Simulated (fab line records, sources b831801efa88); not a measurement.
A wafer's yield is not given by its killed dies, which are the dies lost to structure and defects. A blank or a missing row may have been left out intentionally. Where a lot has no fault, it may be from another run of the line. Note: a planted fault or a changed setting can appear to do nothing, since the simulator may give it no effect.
A struck lot beside a sound one    flow gf180mcu    43 out of 602 route steps
Sound: the wafers L209.1, L209.3, L209.6. The struck wafers were L223.1, L223.5, L223.6. The cause is named last.
Each step with rows lists, per side, the tool, then ch with its chambers, then its first start. Under that, the readings that differ: sound wafers    struck wafers    difference of the means    sigmas: that difference in standard deviations of wafers without a fault.
alike: same words and numbers on both sides, and readings whose means sit less than 2 such deviations apart. not compared: any withheld reading, any reading some wafer has no value for, any bound like >300 that may hide the same value, and any number with overlapping values for which the record gives no deviation.
A row with sigmas, a row that says differs or no value, or rows on one side alone: a step with any of these is where the two part. Non-overlapping numbers with no deviation appear without sigmas and do not part them. A reading missing from all wafers of one side parts the sides only when that side holds two or more wafers.

first, 1 step without rows for these wafers: GF_SALICIDE_WET_ETCH_01 (etches SiO2 in dHF, target depth 5 nm, time 100 s).
GF_SALICIDE_SPUTTER_02: material Co, target thk 10 nm, time 20 s.
  struck on pvdSputter-01, day 22 08:52; sound on pvdSputter-01, day 17 09:12
  alike: throttleValvePct
then, 1 step without rows for these wafers: GF_SALICIDE_SPUTTER_03 (material TiN, target thk 20 nm, time 16.7 s).
GF_SALICIDE_RS_MEAS_04: a four-point-probe measurement.
  struck on filmMetro-04, day 22 08:55; sound on filmMetro-04, day 17 09:15
  alike: SALICIDE_TIN_RS
GF_SALICIDE_THK_MEAS_05: measures by xrf.
  struck on filmMetro-04, day 22 09:02; sound on filmMetro-04, day 17 09:22
  alike: SALICIDE_TIN_THK
GF_SALICIDE_RTA_06: time 30 s.
  sound on rtpAnneal-02 ch 0, day 17 09:26; struck on rtpAnneal-01 ch 0, day 22 09:05
  alike: lampPowerPct, wafer_temp_C_max
then, 3 steps without rows for these wafers: GF_SALICIDE_WET_ETCH_07 (etches the open film in SPM, target depth 120 nm); GF_SALICIDE_RTA_08 (time 30 s); GF_CONTACT_CVD_00 (deposits SiO2, target thk 300 nm, time 50 s).
GF_CONTACT_THK_MEAS_01:
  struck on filmMetro-02, day 22 09:26; sound on filmMetro-02, day 17 09:47
  alike: CONTACT_CVD_00_THK
then, 1 step without rows for these wafers: GF_CONTACT_CVD_02 (deposits SiO2 from TEOS, target thk 860 nm, time 95.992 s).
GF_CONTACT_THK_MEAS_03:
  struck on filmMetro-03, day 22 09:35; sound on filmMetro-02, day 17 09:55
  alike: CONTACT_CVD_02_THK
GF_CONTACT_CMP_04: polishes SiO2.
  sound on cmp-02 ch 0,2,3, day 17 10:01; struck on cmp-01 ch 0,1, day 22 09:38
  alike: edgeZonePressureFrac, motorCurrentA, timeToEndpointS
GF_CONTACT_BOW_MEAS_05:
  struck on filmMetro-02, day 22 09:58; sound on filmMetro-03, day 17 10:16
  alike: CONTACT_BOW
then, 8 steps without rows for these wafers: GF_CONTACT_DEHYDRATE_06 (time 60 s); GF_CONTACT_HMDS_07 (prime time 60 s); GF_CONTACT_COAT_08; GF_CONTACT_COAT_09 (resist thk 1000 nm); GF_CONTACT_SOFTBAKE_10 (time 60 s); GF_CONTACT_EXPOSE_11 (exposes mask Contact, target cd 220 nm); GF_CONTACT_PEB_12 (peb time 90 s); GF_CONTACT_DEVELOP_13 (develop time 60 s).
GF_CONTACT_CD_MEAS_14: target cd 220 nm.
  struck on cdSem-01, day 23 09:51; sound on cdSem-02, day 18 09:52
reading    sound              struck             difference  sigmas
cdNm (nm)  218.1 218.0 218.9  221.0 222.5 221.8  +3.4        +3
GF_CONTACT_OVL_MEAS_15:
  struck on overlay-02, day 23 09:58; sound on overlay-01, day 18 09:59
  alike: CONTACT_OVL
then, 1 step without rows for these wafers: GF_CONTACT_ETCH_16 (etches BARC in N2/H2).
GF_CONTACT_ETCH_17: etches SiO2 in C4F8/O2/Ar, stops on CoSi2, target depth 860 nm.
  sound: rieDiel-03 ch 1,2; struck: rieDiel-02 ch 0,3
  alike: chamberPressureMTorr, oesProductAu
GF_CONTACT_STRIP_18: strips in O2/N2.
  sound on plasmaAsher-01 ch 0,1, day 18 10:11; struck on plasmaAsher-03 ch 0,1, day 23 10:10
  alike: chamberPressureMTorr, drypumpMotorCurrentA, heaterPowerW, oesProductAu
  not compared: rfHoursCounterH
then, 6 steps without rows for these wafers: GF_CONTACT_CLEAN_19 (cleans in SPM); GF_CONTACT_CLEAN_20 (cleans in DIW); GF_CONTACT_CLEAN_21 (cleans in dHF, time 20 s); GF_CONTACT_SPUTTER_22 (material Ti, target thk 15 nm, time 80.02 s); GF_CONTACT_SPUTTER_23 (material TiN, target thk 10 nm, time 40 s); GF_CONTACT_CVD_24 (deposits W, target thk 300 nm, time 90.339 s).
GF_CONTACT_RS_MEAS_25: a four-point-probe measurement.
  struck on filmMetro-02, day 23 10:41; sound on filmMetro-02, day 18 10:41
  alike: CONTACT_W_RS
GF_CONTACT_THK_MEAS_26: measures by xrf.
  struck on filmMetro-02, day 23 10:48; sound on filmMetro-02, day 18 10:49
  alike: CONTACT_W_THK
then, 3 steps without rows for these wafers: GF_CONTACT_CMP_27 (polishes, stops on SiO2, t overpolish 15 s, target thk 0 nm); GF_M1_SPUTTER_00 (material Ti, target thk 37.5 nm, time 150 s); GF_M1_SPUTTER_01 (material TiN, target thk 30 nm, time 25 s).
GF_M1_SPUTTER_02: material AlCu, target thk 450 nm, time 23.9 s.
  struck on pvdSputter-01, day 23 11:17; sound on pvdSputter-02, day 18 11:18
  alike: throttleValvePct
then, 2 steps without rows for these wafers: GF_M1_SPUTTER_03 (material Ti, target thk 10 nm, time 6.7 s); GF_M1_SPUTTER_04 (material TiN, target thk 50 nm, time 41.7 s).
GF_M1_RS_MEAS_05: a four-point-probe measurement.
  struck on filmMetro-04, day 23 11:23; sound on filmMetro-03, day 18 11:23
  alike: M1_ALCU_RS
-- the record jumps here: 11 days lie between the struck wafers' starts before and after (it left off in module M1 and takes up again in module PASSIVATION, whose first step shown is number 602 of the route) --
GF_PASSIVATION_PROBE_99:
  the record has rows for the struck wafers here (prober-02, day 34 12:28) and none for the sound ones

WHERE THEY PART
At GF_CONTACT_CD_MEAS_14 first; at GF_PASSIVATION_PROBE_99 last (within this record only).

WHY: the cause the simulator had injected
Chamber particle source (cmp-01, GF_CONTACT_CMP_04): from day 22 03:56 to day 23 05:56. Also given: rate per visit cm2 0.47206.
